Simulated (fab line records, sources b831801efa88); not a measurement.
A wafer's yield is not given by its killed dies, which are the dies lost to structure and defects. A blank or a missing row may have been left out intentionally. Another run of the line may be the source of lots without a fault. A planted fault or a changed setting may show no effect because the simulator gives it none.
fab line records | flow gf180mcu
[record] lots = 24 wafers = 72 last-day = 34
route steps=602 shown VT_IMPLANT@132 POLY_GATE@168 HV_LDD@213 M1@329 V1@358 M3@413
lots untouched by any fault: they come from a run of this same line in which no faults occurred
start-h: the number of hours between the record's first day and the start of the first shown wafer of the lot | wait-h: hours from the lot's prior step to this one | " same as the row above | L1.1+2: one row covering several wafers at once | - no value, or no start given | * or withheld: withheld | < > ~ a bound
route shown NAME@n: NAME is a module with steps in the file, n the number in the route of the first one | usual: mean/standard deviation taken from wafers without a fault | same: alike in all rows | chamber/n: place in a boat | sites: each site's reading | _std_site: standard deviation of those values | _edge_site: outer sites' mean less inner sites' | radius-mm: for every site, how far away it sits from the centre of the wafer | mask NAME#n: copy n | behind: the last tool/chamber to shape the wafer | hold: why the lot was held/for how many hours/how that ended | device: transistor that didn't switch, given as n, p or np | end of line: at the end of the route, the tests of the same wafers | a step given without rows: its recipe and nothing more | killed: dies that structure and defects cost at the first sort, which is not the same as the wafer's yield | map: per-die view of a wafer (x killed, . not killed, _ where there is no die)
set.NAME: the setting as run; set.NAME@STEP: as run at that earlier step | model.NAME: the simulator's own value behind a step, which no gauge read
steps of the route over a sample of lots; a table a step, a row a wafer
services: the hour from which a tool's chamber was out of use, counted from the record's first day as start-h (under 0 if before that day), plus the number of hours and why
[[steps]]
[step GF_VT_IMPLANT_STRIP_42]
[recipe] chemistry = O2/N2 power-w = 1400 pressure-mtorr = 1500 platen-temp-c = 250 o2-flow-sccm = 3000 n2-flow-sccm = 300 overash-fraction = 0.5
[usual] drypump-motor-current-A = 5.6/0.36 heater-power-w = 313/46 n2-flow-sccm = 300.0/0.97 oes-product-au = 0.717/0.0045 strip-time-to-endpoint-s = 12.64/0.038
// columns lot.wafer tool chamber start-h wait-h drypump-motor-current-A heater-power-w n2-flow-sccm oes-product-au rf-hours-counter-h strip-time-to-endpoint-s
L074.1 plasma-asher-01 1 158.15 0.1 5.3 375 300.9 0.715 36 12.62
L074.2 " 0 " " 6.0 283 299.2 0.716 36 12.63
L074.4 " 1 " " 5.3 361 301.1 0.716 - 12.58
L075.1 plasma-asher-04 1 163.40 0.1 5.9 359 301.3 0.717 3 12.69
L075.4 " 0 " " 5.9 298 300.2 0.716 - 12.65
L075.6 " 1 " " 5.9 370 301.5 0.709 - 12.65
L076.1 plasma-asher-02 0 167.75 0.1 5.6 286 301.7 0.712 54 12.65
L076.2 " 1 " " 5.0 250 300.7 0.720 54 12.66
L076.4 " 0 " " 5.6 282 300.8 0.712 - 12.63
L077.1 plasma-asher-04 1 173.88 0.1 5.9 371 299.4 0.713 4 12.60
L077.2 " 0 " " 5.9 300 299.9 0.715 4 12.66
L077.4 " 1 " " 5.9 363 300.1 0.716 - 12.64
L078.2 plasma-asher-04 1 180.25 0.1 5.9 368 300.9 0.715 5 12.60
L078.4 " 1 " " 5.9 377 298.3 0.713 - 12.66
L078.5 " 0 " " 5.8 289 300.5 0.717 - 12.62
L079.3 plasma-asher-02 0 188.88 0.1 5.6 278 300.1 0.716 - 12.60
L079.4 " 1 " " 5.0 248 299.9 0.709 - 12.64
L079.5 " 1 " " 5.0 252 300.3 0.717 - 12.61
L080.4 plasma-asher-01 0 194.73 0.1 6.0 294 301.2 0.717 - 12.75
L080.5 " 1 " " 5.3 369 301.1 0.721 - 12.70
L080.6 " 0 " " 6.0 290 299.4 0.715 - 12.71
L081.4 plasma-asher-01 0 202.56 0.1 6.0 289 299.5 0.716 - 12.64
L081.5 " 0 " " 6.0 290 299.0 0.711 - 12.64
L081.6 " 1 " " 5.3 379 298.6 0.717 - 12.64
L082.1 plasma-asher-02 1 211.40 0.1 5.0 252 300.0 0.717 58 12.62
L082.5 " 1 " " 5.0 253 301.1 0.722 - 12.63
L082.6 " 0 " " 5.6 279 299.1 0.721 - 12.58
L083.4 plasma-asher-02 0 221.42 0.1 5.6 279 299.8 0.717 - 12.66
L083.5 " 0 " " 5.6 283 300.9 0.709 - 12.68
L083.6 " 1 " " 4.9 247 299.9 0.721 - 12.66
L084.2 plasma-asher-01 1 232.10 0.1 5.3 366 300.7 0.717 43 12.64
L084.4 " 1 " " 5.3 389 299.1 0.717 - 12.59
L084.6 " 1 " " 5.3 367 299.6 0.717 - 12.59
L085.2 plasma-asher-01 1 236.18 0.1 5.4 370 299.3 0.708 43 12.63
L085.3 " 1 " " 5.4 388 300.6 0.708 - 12.64
L085.4 " 0 " " 6.0 286 299.5 0.728 - 12.66
L086.1 plasma-asher-01 0 237.78 0.1 6.0 287 300.3 0.721 43 12.72
L086.4 " 0 " " 6.0 293 301.8 0.708 - 12.76
L086.5 " 0 " " 6.0 285 301.8 0.714 - 12.75
L087.4 plasma-asher-02 1 246.87 0.1 5.0 253 300.9 0.713 - 12.60
L087.5 " 0 " " 5.6 274 301.5 0.707 - 12.58
L087.6 " 1 " " 4.9 256 300.1 0.717 - 12.60
L088.1 plasma-asher-04 0 253.40 0.1 5.9 294 297.7 0.712 13 12.66
L088.3 " 0 " " 5.9 300 300.2 0.713 - 12.68
L088.4 " 1 " " 5.9 376 299.5 0.712 - 12.65
L089.1 plasma-asher-04 1 259.60 0.1 5.9 369 299.5 0.721 14 12.57
L089.2 " 0 " " 5.9 300 299.8 0.715 14 12.60
L089.4 " 0 " " 5.9 298 300.2 0.717 - 12.62
L091.3 plasma-asher-04 0 273.52 0.1 5.9 302 299.6 0.718 - 12.59
L091.5 " 0 " " 5.9 302 300.0 0.720 - 12.56
L091.6 " 1 " " 5.8 369 297.9 0.713 - 12.59
L090.4 plasma-asher-01 1 273.82 0.1 5.3 372 301.7 0.719 - 12.63
L090.5 " 0 " " 6.0 300 299.0 0.716 - 12.64
L090.6 " 1 " " 5.3 380 301.2 0.714 - 12.64
L092.1 plasma-asher-02 0 277.99 0.2 5.6 278 301.1 0.715 65 12.61
L092.2 " 1 " " 4.9 251 299.2 0.722 65 12.61
L092.3 " 0 " " 5.6 281 302.3 0.724 - 12.60
L093.1 plasma-asher-04 1 284.10 0.1 5.9 369 300.3 0.717 17 12.66
L093.2 " 0 " " 5.9 296 301.2 0.722 17 12.66
L093.4 " 0 " " 5.9 297 299.4 0.715 - 12.65
L094.1 plasma-asher-01 0 291.83 0.1 6.0 293 299.8 0.706 48 12.64
L094.4 " 0 " " 6.0 289 301.3 0.709 - 12.63
L094.5 " 1 " " 5.3 379 298.1 0.721 - 12.62
L095.1 plasma-asher-04 0 300.05 0.1 5.9 295 299.2 0.711 18 12.66
L095.2 " 1 " " 5.9 365 299.1 0.712 18 12.67
L095.6 " 1 " " 5.9 375 299.3 0.718 - 12.65
L096.2 plasma-asher-01 1 307.49 0.1 5.3 368 299.7 0.716 50 12.66
L096.3 " 1 " " 5.3 374 300.2 0.723 - 12.64
L096.4 " 0 " " 6.0 292 300.0 0.715 - 12.63
L097.1 plasma-asher-02 0 317.03 0.1 5.6 280 300.1 0.722 70 12.58
L097.3 " 1 " " 4.9 253 298.6 0.714 - 12.61
L097.4 " 0 " " 5.6 285 300.3 0.714 - 12.60
[step GF_POLY_GATE_OVL_MEAS_11]
[usual] POLY_GATE_OVL = -1/5.5
// columns lot.wafer tool chamber start-h wait-h POLY_GATE_OVL[nm]
L074.1 overlay-02 - 196.58 0.1 -1
L074.2 " - " " -10
L074.4 " - " " -5
L075.1 overlay-01 - 203.28 0.1 3
L075.4 " - " " -1
L075.6 " - " " 2
L076.1 overlay-01 - 207.83 0.1 -2
L076.2 " - " " 2
L076.4 " - " " -2
L077.1 overlay-02 - 213.83 0.1 -3
L077.2 " - " " -2
L077.4 " - " " 3
L078.2 overlay-02 - 222.02 0.1 -13
L078.4 " - " " -4
L078.5 " - " " -11
L079.3 overlay-01 - 229.89 0.1 -6
L079.4 " - " " -2
L079.5 " - " " -1
L080.4 overlay-01 - 238.00 0.1 0
L080.5 " - " " 0
L080.6 " - " " 5
L081.4 overlay-01 - 242.84 0.1 10
L081.5 " - " " -4
L081.6 " - " " 1
L082.1 overlay-01 - 252.97 0.1 -1
L082.5 " - " " -4
L082.6 " - " " 0
L083.4 overlay-02 - 266.49 0.1 2
L083.5 " - " " -3
L083.6 " - " " 0
L084.2 overlay-01 - 276.03 0.1 -2
L084.4 " - " " -1
L084.6 " - " " -1
L085.2 overlay-02 - 279.58 0.1 3
L085.3 " - " " 4
L085.4 " - " " 0
L086.1 overlay-01 - 281.23 0.1 -7
L086.4 " - " " -8
L086.5 " - " " 2
L087.4 overlay-01 - 291.48 0.1 -5
L087.5 " - " " -12
L087.6 " - " " -12
L088.1 overlay-01 - 301.28 0.1 3
L088.3 " - " " 2
L088.4 " - " " -8
L089.1 overlay-01 - 307.57 0.1 -3
L089.2 " - " " -8
L089.4 " - " " -3
L091.3 overlay-01 - 320.93 0.1 8
L091.5 " - " " 9
L091.6 " - " " 8
L090.4 overlay-01 - 321.70 0.1 2
L090.5 " - " " -3
L090.6 " - " " -2
L092.1 overlay-02 - 325.68 0.1 -10
L092.2 " - " " -9
L092.3 " - " " -8
L093.1 overlay-02 - 332.68 0.1 1
L093.2 " - " " 1
L093.4 " - " " -3
L094.1 overlay-02 - 341.58 0.1 -8
L094.4 " - " " -5
L094.5 " - " " 1
L095.1 overlay-01 - 349.90 0.1 -4
L095.2 " - " " -4
L095.6 " - " " -4
L096.2 overlay-02 - 356.52 0.1 9
L096.3 " - " " 0
L096.4 " - " " 9
L097.1 overlay-01 - 369.91 0.1 1
L097.3 " - " " -5
L097.4 " - " " -4
[step GF_HV_LDD_STRIP_37]
[recipe] chemistry = O2/N2 power-w = 1400 pressure-mtorr = 1500 platen-temp-c = 250 o2-flow-sccm = 3000 n2-flow-sccm = 300 overash-fraction = 0.5
[usual] drypump-motor-current-A = 5.5/0.34 heater-power-w = 303/40 n2-flow-sccm = 300.0/0.86 oes-product-au = 0.716/0.0047 strip-time-to-endpoint-s = 12.63/0.038
// columns lot.wafer tool chamber start-h wait-h drypump-motor-current-A heater-power-w n2-flow-sccm oes-product-au rf-hours-counter-h strip-time-to-endpoint-s
L074.1 plasma-asher-04 1 255.41 0.1 5.9 366 300.2 0.714 13 12.60
L074.2 " 0 " " 5.9 298 301.2 0.713 13 12.57
L074.4 " 1 " " 5.9 362 300.6 0.703 - 12.60
L075.1 plasma-asher-03 0 260.20 0.1 5.3 344 299.5 0.709 60 12.59
L075.4 " 1 " " 5.4 331 301.0 0.714 - 12.58
L075.6 " 1 " " 5.4 335 300.2 0.721 - 12.63
L076.1 plasma-asher-02 1 265.41 0.1 5.0 252 300.6 0.717 64 12.65
L076.2 " 0 " " 5.6 275 298.8 0.712 64 12.64
L076.4 " 1 " " 5.0 252 300.4 0.720 - 12.62
L077.1 plasma-asher-02 1 271.51 0.1 4.9 250 298.9 0.723 65 12.66
L077.2 " 0 " " 5.6 278 299.2 0.719 65 12.61
L077.4 " 0 " " 5.6 284 300.9 0.708 - 12.58
L078.2 plasma-asher-02 1 281.06 0.1 4.9 255 300.0 0.716 66 12.63
L078.4 " 0 " " 5.6 283 299.0 0.717 - 12.60
L078.5 " 1 " " 4.9 254 301.1 0.720 - 12.66
L079.3 plasma-asher-02 0 290.78 0.1 5.6 282 299.7 0.712 - 12.67
L079.4 " 1 " " 4.9 249 303.1 0.718 - 12.67
L079.5 " 1 " " 5.0 251 300.5 0.712 - 12.65
L080.4 plasma-asher-02 1 299.89 0.1 4.9 242 299.8 0.708 - 12.61
L080.5 " 1 " " 4.9 249 300.0 0.716 - 12.62
L080.6 " 0 " " 5.7 285 300.6 0.713 - 12.64
L081.4 plasma-asher-02 0 303.43 0.1 5.6 281 300.4 0.720 - 12.61
L081.5 " 1 " " 4.9 251 300.3 0.716 - 12.64
L081.6 " 0 " " 5.6 281 300.2 0.715 - 12.64
L082.1 plasma-asher-03 1 316.40 0.1 5.3 326 299.6 0.719 66 12.66
L082.5 " 1 " " 5.3 333 299.6 0.717 - 12.67
L082.6 " 0 " " 5.4 345 300.8 0.711 - 12.65
L083.4 plasma-asher-03 0 331.19 0.1 5.3 348 298.8 0.717 - 12.58
L083.5 " 1 " " 5.4 334 300.3 0.715 - 12.58
L083.6 " 0 " " 5.3 346 299.4 0.721 - 12.56
L084.2 plasma-asher-04 0 342.30 0.1 5.9 299 301.2 0.707 20 12.63
L084.4 " 1 " " 5.9 375 300.8 0.709 - 12.62
L084.6 " 1 " " 5.9 364 300.4 0.713 - 12.60
L085.2 plasma-asher-02 1 344.15 0.1 5.0 255 299.2 0.717 73 12.68
L085.3 " 0 " " 5.6 282 300.3 0.712 - 12.66
L085.4 " 1 " " 5.0 256 299.1 0.717 - 12.63
L086.1 plasma-asher-02 1 345.41 0.1 5.0 249 300.1 0.718 73 12.72
L086.4 " 1 " " 4.9 247 299.7 0.718 - 12.69
L086.5 " 0 " " 5.6 273 298.9 0.713 - 12.72
L087.4 plasma-asher-02 0 356.69 0.1 5.6 282 299.0 0.723 - 12.58
L087.5 " 1 " " 4.9 253 299.5 0.715 - 12.55
L087.6 " 0 " " 5.6 283 299.6 0.718 - 12.58
L088.1 plasma-asher-02 1 367.36 0.1 5.0 254 300.9 0.724 76 12.67
L088.3 " 0 " " 5.7 282 298.4 0.727 - 12.66
L088.4 " 1 " " 5.0 260 299.6 0.716 - 12.68
L089.1 plasma-asher-04 1 374.50 0.1 5.9 367 301.5 0.720 24 12.64
L089.2 " 0 " " 5.9 299 300.7 0.719 24 12.66
L089.4 " 1 " " 5.9 373 301.4 0.715 - 12.69
L091.3 plasma-asher-03 0 387.19 0.1 5.3 338 300.6 0.719 - 12.63
L091.5 " 1 " " 5.4 331 301.0 0.713 - 12.64
L091.6 " 0 " " 5.3 350 300.2 0.708 - 12.57
L090.4 plasma-asher-03 1 389.33 0.1 5.3 337 301.3 0.721 - 12.64
L090.5 " 1 " " 5.4 334 298.1 0.710 - 12.68
L090.6 " 0 " " 5.4 344 298.4 0.716 - 12.67
L092.1 plasma-asher-02 0 393.31 0.1 5.6 272 299.7 0.720 78 12.66
L092.2 " 1 " " 4.9 245 299.4 0.715 78 12.70
L092.3 " 0 " " 5.6 279 300.1 0.715 - 12.63
L093.1 plasma-asher-04 0 404.35 0.1 5.9 304 299.4 0.710 27 12.67
L093.2 " 1 " " 5.9 361 299.6 0.720 27 12.66
L093.4 " 0 " " 5.8 292 298.8 0.714 - 12.59
L094.1 plasma-asher-04 0 416.31 0.1 5.9 292 299.8 0.721 28 12.66
L094.4 " 1 " " 5.9 357 298.7 0.710 - 12.67
L094.5 " 1 " " 5.9 367 299.6 0.720 - 12.63
L095.1 plasma-asher-04 0 425.83 0.1 5.9 294 300.3 0.719 29 12.61
L095.2 " 1 " " 5.8 371 301.5 0.711 29 12.60
L095.6 " 0 " " 5.9 296 299.8 0.724 - 12.65
L096.2 plasma-asher-03 1 436.16 0.1 5.4 325 300.2 0.718 1 12.63
L096.3 " 0 " " 5.4 329 299.2 0.717 - 12.62
L096.4 " 1 " " 5.4 319 301.2 0.713 - 12.70
L097.1 plasma-asher-03 1 446.16 0.1 5.3 327 299.6 0.716 2 12.61
L097.3 " 0 " " 5.4 339 299.8 0.718 - 12.61
L097.4 " 1 " " 5.4 328 300.2 0.714 - 12.61
[step GF_M1_CD_MEAS_14]
[recipe] target-cd-nm = 230
[usual] cd-nm = 230.0/1.5
// columns lot.wafer tool chamber start-h wait-h cd-nm
L074.1 cd-sem-01 - 386.41 0.1 228.3
L074.2 " - " " 228.1
L074.4 " - " " 228.6
L075.1 cd-sem-01 - 395.44 0.1 229.0
L075.4 " - " " 229.9
L075.6 " - " " 229.3
L076.1 cd-sem-02 - 400.74 0.1 229.1
L076.2 " - " " 229.0
L076.4 " - " " 229.8
L077.1 cd-sem-01 - 406.50 0.1 231.1
L077.2 " - " " 231.0
L077.4 " - " " 231.0
L078.2 cd-sem-02 - 420.96 0.1 229.4
L078.4 " - " " 229.5
L078.5 " - " " 229.2
L079.3 cd-sem-02 - 429.10 0.1 230.6
L079.4 " - " " 229.7
L079.5 " - " " 229.9
L080.4 cd-sem-01 - 438.02 0.1 230.4
L080.5 " - " " 230.5
L080.6 " - " " 229.3
L081.4 cd-sem-01 - 442.06 0.1 232.3
L081.5 " - " " 230.8
L081.6 " - " " 232.0
L082.1 cd-sem-01 - 457.96 0.1 230.4
L082.5 " - " " 231.2
L082.6 " - " " 230.5
L083.4 cd-sem-02 - 475.35 0.1 229.9
L083.5 " - " " 230.1
L083.6 " - " " 230.1
L084.2 cd-sem-02 - 486.83 0.1 225.7
L084.4 " - " " 225.7
L084.6 " - " " 226.2
L085.2 cd-sem-01 - 488.51 0.1 229.8
L085.3 " - " " 229.1
L085.4 " - " " 230.5
L086.1 cd-sem-02 - 493.54 0.1 229.2
L086.4 " - " " 230.9
L086.5 " - " " 230.3
L087.4 cd-sem-01 - 505.01 0.1 230.5
L087.5 " - " " 230.0
L087.6 " - " " 231.0
L088.1 cd-sem-02 - 514.86 0.1 233.2
L088.3 " - " " 233.2
L088.4 " - " " 232.7
L089.1 cd-sem-01 - 524.85 0.1 230.4
L089.2 " - " " 230.8
L089.4 " - " " 230.6
L091.3 cd-sem-01 - 534.48 0.1 230.9
L091.5 " - " " 230.9
L091.6 " - " " 230.5
L090.4 cd-sem-02 - 537.01 0.1 230.3
L090.5 " - " " 230.0
L090.6 " - " " 230.6
L092.1 cd-sem-02 - 544.14 0.1 229.5
L092.2 " - " " 228.8
L092.3 " - " " 229.4
L093.1 cd-sem-01 - 555.09 0.1 226.8
L093.2 " - " " 228.6
L093.4 " - " " 227.1
L094.1 cd-sem-02 - 565.14 0.1 230.5
L094.4 " - " " 230.8
L094.5 " - " " 230.6
L095.1 cd-sem-02 - 571.90 0.1 228.7
L095.2 " - " " 228.7
L095.6 " - " " 229.1
L096.2 cd-sem-02 - 579.68 0.1 230.4
L096.3 " - " " 231.2
L096.4 " - " " 231.2
L097.1 cd-sem-02 - 587.59 0.1 229.0
L097.3 " - " " 229.6
L097.4 " - " " 229.1
[step GF_V1_CVD_23]
[recipe] material = W target-thk-nm = 350 time-s = 105.05 temp-c = 400 pressure-torr = 40
[usual] heater-power-w = 831/120
// columns lot.wafer tool chamber start-h wait-h heater-power-w
L074.1 cvd-w-01 1 412.53 0.0 733
L074.2 " 0 " " 1007
L074.4 " 0 " " 1030
L075.1 cvd-w-02 0 421.22 0.0 762
L075.4 " 0 " " 780
L075.6 " 1 " " 798
L076.1 cvd-w-02 1 426.23 0.0 784
L076.2 " 0 " " 761
L076.4 " 1 " " 807
L077.1 cvd-w-02 1 432.17 0.0 800
L077.2 " 0 " " 765
L077.4 " 0 " " 781
L078.2 cvd-w-02 0 447.57 0.0 745
L078.4 " 1 " " 799
L078.5 " 0 " " 767
L079.3 cvd-w-02 1 456.01 0.1 810
L079.4 " 0 " " 752
L079.5 " 1 " " 793
L080.4 cvd-w-01 0 464.53 0.1 1039
L080.5 " 0 " " 1007
L080.6 " 1 " " 733
L081.4 cvd-w-02 1 469.02 0.1 771
L081.5 " 1 " " 774
L081.6 " 0 " " 766
L082.1 cvd-w-01 1 484.21 0.0 741
L082.5 " 1 " " 732
L082.6 " 0 " " 1044
L083.4 cvd-w-01 1 501.48 0.1 731
L083.5 " 0 " " 1032
L083.6 " 1 " " 745
L084.2 cvd-w-01 0 512.31 0.0 982
L084.4 " 1 " " 704
L084.6 " 0 " " 997
L085.2 cvd-w-02 0 514.53 0.0 777
L085.3 " 0 " " 779
L085.4 " 1 " " 803
L086.1 cvd-w-02 1 519.28 0.0 797
L086.4 " 1 " " 786
L086.5 " 0 " " 793
L087.4 cvd-w-01 0 530.78 0.1 988
L087.5 " 0 " " 1018
L087.6 " 1 " " 723
L088.1 cvd-w-01 1 540.65 0.0 727
L088.3 " 1 " " 735
L088.4 " 0 " " 1025
L089.1 cvd-w-01 0 549.76 0.0 1040
L089.2 " 1 " " 716
L089.4 " 0 " " 1005
L091.3 cvd-w-02 0 559.91 0.1 755
L091.5 " 1 " " 804
L091.6 " 0 " " 794
L090.4 cvd-w-02 0 562.09 0.1 776
L090.5 " 0 " " 771
L090.6 " 1 " " 779
L092.1 cvd-w-01 0 568.91 0.0 1036
L092.2 " 1 " " 742
L092.3 " 1 " " 740
L093.1 cvd-w-01 0 578.07 0.0 1010
L093.2 " 1 " " 746
L093.4 " 0 " " 1043
L094.1 cvd-w-02 1 587.46 0.0 800
L094.4 " 1 " " 788
L094.5 " 1 " " 788
L095.1 cvd-w-01 1 595.31 0.0 736
L095.2 " 0 " " 1012
L095.6 " 1 " " 738
L096.2 cvd-w-01 1 603.02 0.0 712
L096.3 " 0 " " 1019
L096.4 " 1 " " 722
L097.1 cvd-w-01 1 610.77 0.0 716
L097.3 " 1 " " 739
L097.4 " 0 " " 995
[step GF_M3_SPUTTER_04]
[recipe] material = TiN target-thk-nm = 50 power-w = 6500 time-s = 41.7 chamber-pressure-pa = 0.4
[usual] throttle-valve-pct = 29.6/1
// columns lot.wafer tool chamber start-h wait-h throttle-valve-pct
L074.1 pvd-sputter-03 - 464.60 0.0 29.5
L074.2 " - " " 27.4
L074.4 " - " " 29.3
L075.1 pvd-sputter-02 - 474.11 0.0 30.2
L075.4 " - " " 30.5
L075.6 " - " " 30.2
L076.1 pvd-sputter-03 - 477.62 0.0 30.3
L076.2 " - " " 29.3
L076.4 " - " " 29.3
L077.1 pvd-sputter-03 - 484.24 0.0 30.1
L077.2 " - " " 29.3
L077.4 " - " " 29.2
L078.2 pvd-sputter-01 - 499.99 0.0 31.8
L078.4 " - " " 29.0
L078.5 " - " " 31.6
L079.3 pvd-sputter-03 - 507.78 0.0 30.1
L079.4 " - " " 29.5
L079.5 " - " " 29.5
L080.4 pvd-sputter-02 - 516.16 0.0 28.2
L080.5 " - " " 29.8
L080.6 " - " " 28.1
L081.4 pvd-sputter-01 - 520.99 0.0 31.2
L081.5 " - " " 28.8
L081.6 " - " " 31.1
L082.1 pvd-sputter-01 - 535.20 0.0 30.2
L082.5 " - " " 30.8
L082.6 " - " " 30.0
L083.4 pvd-sputter-01 - 551.79 0.0 30.2
L083.5 " - " " 31.0
L083.6 " - " " 29.1
L084.2 pvd-sputter-02 - 561.30 0.0 30.3
L084.4 " - " " 30.3
L084.6 " - " " 30.3
L085.2 pvd-sputter-02 - 564.22 0.0 28.0
L085.3 " - " " 30.3
L085.4 " - " " 29.5
L086.1 pvd-sputter-03 - 567.94 0.0 30.4
L086.4 " - " " 29.4
L086.5 " - " " 29.5
L087.4 pvd-sputter-03 - 578.29 0.0 30.2
L087.5 " - " " 29.4
L087.6 " - " " 30.2
L088.1 pvd-sputter-02 - 588.40 0.0 27.8
L088.3 " - " " 30.4
L088.4 " - " " 29.7
L089.1 pvd-sputter-03 - 597.25 0.0 29.6
L089.2 " - " " 30.0
L089.4 " - " " 27.7
L091.3 pvd-sputter-03 - 605.29 0.0 29.5
L091.5 " - " " 29.3
L091.6 " - " " 29.4
L090.4 pvd-sputter-01 - 608.34 0.0 29.9
L090.5 " - " " 30.1
L090.6 " - " " 30.9
L092.1 pvd-sputter-03 - 613.54 0.0 30.1
L092.2 " - " " 29.3
L092.3 " - " " 29.3
L093.1 pvd-sputter-01 - 622.64 0.0 31.0
L093.2 " - " " 29.1
L093.4 " - " " 29.0
L094.1 pvd-sputter-03 - 632.12 0.0 29.4
L094.4 " - " " 29.5
L094.5 " - " " 30.1
L095.1 pvd-sputter-03 - 639.71 0.0 29.4
L095.2 " - " " 30.2
L095.6 " - " " 29.4
L096.2 pvd-sputter-03 - 645.75 0.0 30.2
L096.3 " - " " 29.4
L096.4 " - " " 27.7
L097.1 pvd-sputter-02 - 653.71 0.0 28.1
L097.3 " - " " 30.6
L097.4 " - " " 29.6
[[services]]
// columns tool chamber start-h hours kind
plasma-asher-04 - 137.06 3.3 repair
plasma-asher-04 - 141.22 14.1 repair
pvd-sputter-03 - 171.04 3.5 repair
pvd-sputter-03 - 176.93 3.7 repair
plasma-asher-01 - 220.52 2.8 pm
pvd-sputter-03 - 234.65 1.1 repair
plasma-asher-04 - 236.69 1.8 repair
cvd-w-01 0 257.95 5.7 repair
cvd-w-02 - 265.23 0.5 repair
plasma-asher-01 - 276.55 0.3 repair
cvd-w-01 1 277.42 3.6 repair
plasma-asher-04 - 307.83 23.5 repair
cvd-w-01 - 368.65 0.6 repair
cvd-w-01 - 390.00 14.0 pm
cvd-w-02 0 412.84 4.3 repair
cvd-w-02 1 414.91 3.8 repair
plasma-asher-04 - 423.49 0.6 repair
cvd-w-01 - 457.35 6.0 pm
cvd-w-02 - 496.58 6.0 pm
plasma-asher-02 - 535.58 1.4 repair
plasma-asher-04 - 541.78 1.5 repair
cvd-w-02 - 571.66 2.8 pm
plasma-asher-02 - 576.80 10.1 repair
plasma-asher-04 - 645.74 2.8 pm
[[key]]
fault none
